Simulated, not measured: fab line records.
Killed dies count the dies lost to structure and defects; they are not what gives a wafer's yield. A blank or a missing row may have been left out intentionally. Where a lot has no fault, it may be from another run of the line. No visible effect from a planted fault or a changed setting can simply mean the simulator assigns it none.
Split-lot trial    flow sfq-line    23 wafers read from 5 lots, route of 325 steps

== SPLIT DETAILS ==
At SFQ_TRILAYER_JJ_CE_LITHO_PEB_117 (peb time 60 s), the setting peb-time-s was moved away from the recipe's 60 s on 9 of the 23 wafers read, by -12.5% to -7.0%. The other wafers ran this setting at the recipe's value.

== FROM THE SPLIT ON TO THE READING: in between, the file shows 1 step ==
- SFQ_TRILAYER_JJ_CE_LITHO_DEVELOP_116: time 60 s

== THE READING ==
cd-nm, in nm, at SFQ_TRILAYER_JJ_CE_METRO_MEASURE_117. Typical for fault-free wafers on this fab line: 700.3 nm, with standard deviation 1.4 nm.

wafer   tool, chamber at the split  peb-time-s as run, s  against the recipe  cd-nm, nm  against lot-mates on the recipe
L074.2  litho-track-04, 0           52.48                 -12.5%              726.3      +25.4
L074.3  litho-track-04, 0           60                    recipe              698.4      -
L074.4  litho-track-04, 0           60                    recipe              705.5      -
L074.5  litho-track-04, 0           60                    recipe              698.7      -
L074.6  litho-track-04, 0           52.48                 -12.5%              725.3      +24.4
L076.1  litho-track-04, 0           60                    recipe              702.5      -
L076.2  litho-track-04, 0           55.81                 -7.0%               711.1      +12.7
L076.3  litho-track-04, 0           55.81                 -7.0%               702.4      +4.0
L076.5  litho-track-04, 0           60                    recipe              692.9      -
L076.6  litho-track-04, 0           60                    recipe              699.8      -
L077.4  litho-track-04, 0           60                    recipe              699.9      -
L077.5  litho-track-04, 0           60                    recipe              699.5      -
L077.6  litho-track-04, 0           60                    recipe              699.5      -
L078.1  litho-track-03, 0           54.2                  -9.7%               704.1      +10.1
L078.2  litho-track-03, 0           60                    recipe              699.5      -
L078.3  litho-track-03, 0           60                    recipe              688.5      -
L078.5  litho-track-03, 0           54.2                  -9.7%               714.9      +20.9
L078.6  litho-track-03, 0           54.2                  -9.7%               703.2      +9.2
L079.1  litho-track-03, 0           60                    recipe              699.6      -
L079.2  litho-track-03, 0           60                    recipe              699.3      -
L079.3  litho-track-03, 0           60                    recipe              697.1      -
L079.4  litho-track-03, 0           55.15                 -8.1%               708.2      +9.5
L079.5  litho-track-03, 0           55.15                 -8.1%               708.5      +9.8

THE FIT
A straight line over all 23 wafers: cd-nm changes by -1.52 nm for each +1% of peb-time-s; r = -0.82; the points scatter about the line by 5.3 nm.
The same after taking each lot's own level away (the mean of its wafers on the recipe; 23 wafers): -1.6 nm for each +1%; r = -0.89; scatter 4.2 nm.
On that fit, the largest move of peb-time-s shifts the reading by 20 nm.
The span of the lots' own levels, 694.00 to 700.87 nm, comes to 4.9 times the standard deviation stated above.
The two slopes are in agreement: the lot-to-lot level therefore moves the slope only a little.
Check: for one of the wafers moved furthest among these (-12.5%), held out of the fit, the line's prediction against its lot-mates is +18.3 nm. It came out at +25.4 nm against them.

== ADDITIONAL SPLITS CARRIED BY THESE WAFERS ==
Note: prior to the reading, these wafers also went through further splits. Each is held against what the fit with the lots' levels taken away leaves over:
other split on the same wafers                     wafers away from the commonest value  r with cd-nm (lot level and that fit taken away)
SFQ_TRILAYER_M4_LITHO_COAT_098 spin-rpm            4                                     -0.13
SFQ_TRILAYER_M4_LITHO_COAT_093 spin-rpm            2                                     +0.15
SFQ_TRILAYER_I4_VIA_LITHO_COAT_103 spin-rpm        7                                     -0.15
SFQ_TRILAYER_I4_VIA_BARC_OPEN_VIA_ETCH_146 time-s  9                                     +0.00
SFQ_TRILAYER_JJ_TRILAYER_DEP_SPUTTER_110 time-s    5                                     +0.19
SFQ_TRILAYER_JJ_CE_LITHO_EXPOSE_115 dose-mj        11                                    -0.87

== THE WHOLE CHAIN: every reading that the file lists as answering this split, in the file's order ==
step                                  what it does                                                                reading                                                    change (the file's fit)                                                                               r (the file's)
SFQ_TRILAYER_JJ_CE_METRO_MEASURE_117                                                                              cd-nm                                                      -1.59 nm for each +1% of the setting                                                                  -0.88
SFQ_TRILAYER_JJ_CE_BARC_OPEN_RIE_150  chemistry O2, target BARC, target depth 240 nm, time 80 s                   JJ.cd-nm (the simulator's own value, which no gauge read)  -1.55 nm for each +1% of the setting                                                                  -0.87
SFQ_TRILAYER_JJ_CE_ETCH_RIE_118       chemistry SF6, target Nb, stops on Al2O3, time 97.7 s, target depth 170 nm  JJ.cd-nm (the simulator's own value, which no gauge read)  -1.56 nm for each +1% of the setting, in a fit together with dose-mj@TRILAYER_JJ_CE_LITHO_EXPOSE_115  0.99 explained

== FILE'S OWN FIT ==
cd-nm changes by -1.59 nm for each +1% of peb-time-s, r = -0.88.
